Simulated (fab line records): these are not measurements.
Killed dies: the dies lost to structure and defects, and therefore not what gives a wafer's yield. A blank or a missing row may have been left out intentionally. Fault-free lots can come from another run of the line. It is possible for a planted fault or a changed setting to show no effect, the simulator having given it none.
Matching of chambers || flow sky130 || SKY_CONTACT_ETCH_16 on rie diel-01: 4 sister chambers
The step etches BARC in N2/H2, stops on SiO2, time 45.9 s, target depth 60 nm. 18 wafers are shown with their chamber, then 9 later ones without.

WAFERS, EACH WITH ITS CHAMBER
{"wafer": "L076.1", "chamber": 1, "drypump motor current A (A)": 5.5, "oes product au (a.u.)": 0.860, "chamber pressure mTorr (mTorr)": 30.003}
{"wafer": "L076.2", "chamber": 3, "drypump motor current A (A)": 6.0, "oes product au (a.u.)": 0.851, "chamber pressure mTorr (mTorr)": 30.000}
{"wafer": "L076.4", "chamber": 0, "drypump motor current A (A)": 6.0, "oes product au (a.u.)": 0.850, "chamber pressure mTorr (mTorr)": 30.016}
{"wafer": "L079.2", "chamber": 3, "drypump motor current A (A)": 6.0, "oes product au (a.u.)": 0.866, "chamber pressure mTorr (mTorr)": 29.973}
{"wafer": "L079.4", "chamber": 1, "drypump motor current A (A)": 5.5, "oes product au (a.u.)": 0.860, "chamber pressure mTorr (mTorr)": 30.006}
{"wafer": "L079.6", "chamber": 2, "drypump motor current A (A)": 5.7, "oes product au (a.u.)": 0.860, "chamber pressure mTorr (mTorr)": 30.050}
{"wafer": "L084.1", "chamber": 0, "drypump motor current A (A)": 6.0, "oes product au (a.u.)": 0.855, "chamber pressure mTorr (mTorr)": 30.012}
{"wafer": "L084.4", "chamber": 2, "drypump motor current A (A)": 5.6, "oes product au (a.u.)": 0.853, "chamber pressure mTorr (mTorr)": 30.016}
{"wafer": "L084.6", "chamber": 0, "drypump motor current A (A)": 6.0, "oes product au (a.u.)": 0.860, "chamber pressure mTorr (mTorr)": 29.987}
{"wafer": "L086.2", "chamber": 3, "drypump motor current A (A)": 6.0, "oes product au (a.u.)": 0.860, "chamber pressure mTorr (mTorr)": 29.986}
{"wafer": "L086.5", "chamber": 1, "drypump motor current A (A)": 5.5, "oes product au (a.u.)": 0.857, "chamber pressure mTorr (mTorr)": 29.999}
{"wafer": "L086.6", "chamber": 2, "drypump motor current A (A)": 5.6, "oes product au (a.u.)": 0.858, "chamber pressure mTorr (mTorr)": 30.030}
{"wafer": "L088.1", "chamber": 1, "drypump motor current A (A)": 5.5, "oes product au (a.u.)": 0.859, "chamber pressure mTorr (mTorr)": 29.966}
{"wafer": "L088.3", "chamber": 2, "drypump motor current A (A)": 5.6, "oes product au (a.u.)": 0.848, "chamber pressure mTorr (mTorr)": 29.940}
{"wafer": "L088.4", "chamber": 3, "drypump motor current A (A)": 6.0, "oes product au (a.u.)": 0.855, "chamber pressure mTorr (mTorr)": 29.970}
{"wafer": "L093.2", "chamber": 3, "drypump motor current A (A)": 6.0, "oes product au (a.u.)": 0.845, "chamber pressure mTorr (mTorr)": 29.996}
{"wafer": "L093.3", "chamber": 0, "drypump motor current A (A)": 5.9, "oes product au (a.u.)": 0.850, "chamber pressure mTorr (mTorr)": 30.001}
{"wafer": "L093.5", "chamber": 3, "drypump motor current A (A)": 6.0, "oes product au (a.u.)": 0.859, "chamber pressure mTorr (mTorr)": 29.991}

SIGNATURES (averages over the wafers above)
{"reading": "drypump motor current A", "chamber 0": 5.975, "chamber 1": 5.500, "chamber 2": 5.625, "chamber 3": 6.000, "scatter within a chamber": 0.0327}
{"reading": "oes product au", "chamber 0": 0.85375, "chamber 1": 0.85900, "chamber 2": 0.85475, "chamber 3": 0.85600, "scatter within a chamber": 0.00556}
{"reading": "chamber pressure mTorr", "chamber 0": 30.00400, "chamber 1": 29.99350, "chamber 2": 30.00900, "chamber 3": 29.98600, "scatter within a chamber": 0.0257}
Rule: for each reading, subtract the chamber's mean from the wafer's reading, divide by that reading's scatter and square the result; add these up over the readings and take the root, which gives the wafer's distance from the chamber. The wafer belongs to the nearest chamber; if the next one is less than 2 further off, it can't be placed. How the scatter is found: for the shown wafers, subtract from each reading the mean of its chamber, square and add these, divide the total by (wafers less chambers), then take the root.

WAFERS WITHOUT THEIR CHAMBER
{"wafer": "L094.1", "drypump motor current A (A)": 5.6, "oes product au (a.u.)": 0.851, "chamber pressure mTorr (mTorr)": 30.001}
{"wafer": "L094.2", "drypump motor current A (A)": 5.5, "oes product au (a.u.)": 0.849, "chamber pressure mTorr (mTorr)": 30.016}
{"wafer": "L094.6", "drypump motor current A (A)": 6.0, "oes product au (a.u.)": 0.858, "chamber pressure mTorr (mTorr)": 30.012}
{"wafer": "L095.1", "drypump motor current A (A)": 5.9, "oes product au (a.u.)": 0.861, "chamber pressure mTorr (mTorr)": 29.976}
{"wafer": "L095.2", "drypump motor current A (A)": 5.6, "oes product au (a.u.)": 0.854, "chamber pressure mTorr (mTorr)": 30.040}
{"wafer": "L095.3", "drypump motor current A (A)": 5.5, "oes product au (a.u.)": 0.853, "chamber pressure mTorr (mTorr)": 30.003}
{"wafer": "L097.3", "drypump motor current A (A)": 5.5, "oes product au (a.u.)": 0.855, "chamber pressure mTorr (mTorr)": 29.973}
{"wafer": "L097.4", "drypump motor current A (A)": 6.0, "oes product au (a.u.)": 0.856, "chamber pressure mTorr (mTorr)": 29.971}
{"wafer": "L097.5", "drypump motor current A (A)": 5.5, "oes product au (a.u.)": 0.858, "chamber pressure mTorr (mTorr)": 29.987}

EACH ONE'S CHAMBER
{"wafer": "L094.1", "from the rows above": 2, "in truth": 2}
{"wafer": "L094.2", "from the rows above": "can't be placed: 1 or 2", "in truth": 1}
{"wafer": "L094.6", "from the rows above": "can't be placed: 3 or 0", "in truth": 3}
{"wafer": "L095.1", "from the rows above": "can't be placed: 0 or 3", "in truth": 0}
{"wafer": "L095.2", "from the rows above": 2, "in truth": 2}
{"wafer": "L095.3", "from the rows above": 1, "in truth": 1}
{"wafer": "L097.3", "from the rows above": 1, "in truth": 1}
{"wafer": "L097.4", "from the rows above": "can't be placed: 3 or 0", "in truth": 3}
{"wafer": "L097.5", "from the rows above": 1, "in truth": 1}
5 of 9 placed correctly. Can't be placed from these rows: 4 (the true chamber is among the candidates in 4). Number placed wrongly: 0.
